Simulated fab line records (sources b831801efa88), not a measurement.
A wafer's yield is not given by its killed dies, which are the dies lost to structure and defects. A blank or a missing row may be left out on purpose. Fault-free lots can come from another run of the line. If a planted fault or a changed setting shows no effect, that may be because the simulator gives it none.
Chamber matching | flow sky130 | rie diel-02 running SKY_PAD_OPEN_ETCH_07: 4 sister chambers
The step etches the open film in CF4/O2, stops on AlCu, target depth 725 nm, time 161.1 s. 14 wafers are shown with their chamber, then 7 later ones without.

## WAFERS WITH THEIR CHAMBER
wafer  | chamber | drypump motor current A (A) | O2_flow_sccm (sccm) | throttle valve pct (%)
L075.3 | 0       | 5.9                         | 10.022              | 5.963
L075.5 | 0       | 6.0                         | 10.000              | 5.955
L075.6 | 1       | 5.4                         | 10.002              | 5.953
L080.1 | 3       | 5.5                         | 10.001              | 5.969
L080.3 | 2       | 5.1                         | 9.999               | 5.961
L080.6 | 2       | 5.1                         | 9.999               | 5.957
L079.2 | 2       | 5.1                         | 10.033              | 5.976
L079.3 | 3       | 5.5                         | 10.006              | 5.969
L079.5 | 3       | 5.5                         | 9.984               | 5.970
L084.1 | 0       | 5.9                         | 10.013              | 5.964
L084.2 | 2       | 5.1                         | 10.050              | 5.973
L084.5 | 1       | 5.4                         | 10.012              | 5.956
L090.1 | 1       | 5.4                         | 9.998               | 5.973
L090.5 | 2       | 5.1                         | 10.024              | 5.966

SIGNATURES (means of the wafers above)
reading                 | chamber 0 | chamber 1 | chamber 2 | chamber 3 | scatter within a chamber
drypump motor current A | 5.933     | 5.400     | 5.100     | 5.500     | 0.0258
O2_flow_sccm            | 10.01167  | 10.00400  | 10.02100  | 9.99700   | 0.0161
throttle valve pct      | 5.96067   | 5.96067   | 5.96660   | 5.96933   | 0.00732
Rule: distance of a wafer from a chamber = root of the sum over the readings of ((wafer's reading minus chamber's mean) / reading's scatter) squared. The wafer belongs to the nearest chamber; if the next one is less than 2 further off, it can't be placed. How the scatter is found: for the shown wafers, subtract from each reading the mean of its chamber, square and add these, divide the total by (wafers less chambers), then take the root.

## WAFERS WITH NO CHAMBER GIVEN
wafer  | drypump motor current A (A) | O2_flow_sccm (sccm) | throttle valve pct (%)
L090.6 | 5.4                         | 9.979               | 5.953
L091.1 | 5.9                         | 9.995               | 5.955
L091.5 | 5.4                         | 10.003              | 5.973
L091.6 | 5.1                         | 9.985               | 5.971
L093.3 | 5.4                         | 9.957               | 5.961
L093.4 | 5.9                         | 10.016              | 5.971
L093.6 | 5.4                         | 9.979               | 5.966

## WHICH CHAMBER EACH WENT THROUGH
wafer  | from the rows above     | in truth
L090.6 | 1                       | 1
L091.1 | 0                       | 0
L091.5 | 1                       | 1
L091.6 | 2                       | 2
L093.3 | can't be placed: 1 or 3 | 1
L093.4 | 0                       | 0
L093.6 | 1                       | 1
Placed correctly: 6 of 7. From these rows, 1 cannot be placed; in 1 the true chamber is one of the candidates. Number placed wrongly: 0.
